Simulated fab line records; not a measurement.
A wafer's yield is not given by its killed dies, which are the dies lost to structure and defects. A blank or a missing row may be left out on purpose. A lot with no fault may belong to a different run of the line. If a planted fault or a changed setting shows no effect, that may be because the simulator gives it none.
Chamber matching | flow sky130 | SKY_CONTACT_CMP_04 on cmp-01 has 4 sister chambers
The step polishes SiO2. 4 wafers are shown with their chamber, then 7 later ones without.

EACH WAFER AND ITS CHAMBER
wafer  | chamber | motor current A (A)
L256.6 | 0       | 12.8
L258.1 | 3       | 10.7
L261.2 | 1       | 9.8
L261.4 | 2       | 15.8

WAFERS WITH NO CHAMBER GIVEN
wafer  | motor current A (A)
L261.6 | 14.4
L266.2 | 12.4
L266.3 | 9.7
L266.4 | 10.4
L267.1 | 9.5
L267.2 | 14.5
L267.6 | 9.8

WHICH CHAMBER EACH ONE RAN IN
wafer  | from the rows above     | in truth
L261.6 | can't be placed: 2 or 0 | 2
L266.2 | can't be placed: 0 or 3 | 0
L266.3 | can't be placed: 1 or 3 | 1
L266.4 | can't be placed: 3 or 1 | 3
L267.1 | can't be placed: 1 or 3 | 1
L267.2 | can't be placed: 2 or 0 | 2
L267.6 | can't be placed: 1 or 3 | 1
Correct placement for 0 of the 7. These rows do not allow placing 7 (true chamber among the candidates in 7). Wrongly placed: 0.
How it was worked out, from the rows above alone: a wafer's distance from a chamber is the root of the sum, over the readings, of the square of ((its reading less the chamber's mean) divided by the reading's scatter). The wafer belongs to the nearest chamber; if the next one is less than 2 further off, it can't be placed. A chamber's mean is the mean of its shown wafers. The scatter (one wafer shown for each chamber): square how far every hidden wafer sits from the nearest shown wafer, average those squares and take the square root.
